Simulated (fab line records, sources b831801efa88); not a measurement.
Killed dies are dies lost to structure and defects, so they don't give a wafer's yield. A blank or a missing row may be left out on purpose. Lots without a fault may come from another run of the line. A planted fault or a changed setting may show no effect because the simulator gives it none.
Which tool did it? | flow sky130 | 11 lots, 33 wafers sampled, at 2 steps of a route of 708

WHAT THE GAUGES READ, wafer by wafer
SKY_METAL5_RS_MEAS_05: measures by four-point-probe.
lot  | measured     | on            | METAL5_ALCU_RS (ohm/sq)
L923 | day 43 04:14 | film_metro-02 | 0.0279 0.0272 0.0274
L924 | day 43 12:40 | film_metro-04 | 0.0272 0.0270 0.0268
L927 | day 44 01:44 | film_metro-01 | 0.0271 0.0270 0.0273
L932 | day 45 18:16 | film_metro-04 | 0.0276 0.0270 0.0276
L933 | day 46 02:07 | film_metro-01 | 0.0273 0.0272 0.0268
L939 | day 47 17:31 | film_metro-04 | 0.0273 0.0268 0.0272
L940 | day 47 17:50 | film_metro-01 | 0.0267 0.0267 0.0264
L941 | day 47 23:02 | film_metro-02 | 0.0270 0.0275 0.0273
L942 | day 47 23:37 | film_metro-01 | 0.0268 0.0267 0.0268
L943 | day 48 05:10 | film_metro-01 | 0.0271 0.0275 0.0276
L945 | day 48 20:08 | film_metro-04 | 0.0270 0.0269 0.0272

WHICH TOOL RAN EACH LOT (tool, then ch and the chambers of the sampled wafers, then the start)
lot  | SKY_VIA4_SPUTTER_17
L923 | pvd_sputter-02, day 43 03:23
L924 | pvd_sputter-03, day 43 11:00
L927 | pvd_sputter-02, day 44 00:52
L932 | pvd_sputter-03, day 45 17:24
L933 | pvd_sputter-02, day 46 01:16
L939 | pvd_sputter-03, day 47 16:06
L940 | pvd_sputter-04, day 47 16:11
L941 | pvd_sputter-03, day 47 22:08
L942 | pvd_sputter-02, day 47 22:43
L943 | pvd_sputter-03, day 48 04:17
L945 | pvd_sputter-03, day 48 19:16
- SKY_VIA4_SPUTTER_17: material TiN, target thk 20 nm, time 80 s.

WHAT THE TOOLS THEMSELVES READ (means of the sampled wafers that have a number; where no wafer has one, the mark that the record gives instead)
SKY_VIA4_SPUTTER_17.
lot  | tool           | cathode_dc_power_W (W) | throttle_valve_pct (%)
L923 | pvd_sputter-02 | 4000.0                 | 29.3
L924 | pvd_sputter-03 | 4000.0                 | 28.9
L927 | pvd_sputter-02 | 4000.2                 | 28.4
L932 | pvd_sputter-03 | 3999.6                 | 28.9
L933 | pvd_sputter-02 | 3999.7                 | 29.3
L939 | pvd_sputter-03 | 3999.3                 | 29.9
L940 | pvd_sputter-04 | 3999.3                 | 31.1
L941 | pvd_sputter-03 | 4000.6                 | 29.6
L942 | pvd_sputter-02 | 3999.7                 | 30.8
L943 | pvd_sputter-03 | 3999.7                 | 29.5
L945 | pvd_sputter-03 | 3999.0                 | 29.5

THE ANSWER, worked out from the rows above alone
Rule: what is usual is taken from the lots themselves. Put in order of their means at a reading, lots are off if they are a third of the lots or fewer, leave a main group of 4 or more, and stand apart from it by a gap of 3 or more times the standard deviation of the main group's means; of several such gaps the widest counts. A main group whose means are all the same, to the digits that the tables above print for the reading, isn't used. A lot without any number at a reading at which 4 lots or more have one is off too. The other lots that the step has rows for count as sound. The gauges are gone through in route order, then the tools' own readings, and for those a lot's mean is taken as printed above. The first step at which some lot is off is used, and at that step the reading that is off furthest; a lot without a number counts as furthest.
No lot is off at any reading shown: from this, nothing can be told.

WHAT THE SIMULATOR HAD PUT IN
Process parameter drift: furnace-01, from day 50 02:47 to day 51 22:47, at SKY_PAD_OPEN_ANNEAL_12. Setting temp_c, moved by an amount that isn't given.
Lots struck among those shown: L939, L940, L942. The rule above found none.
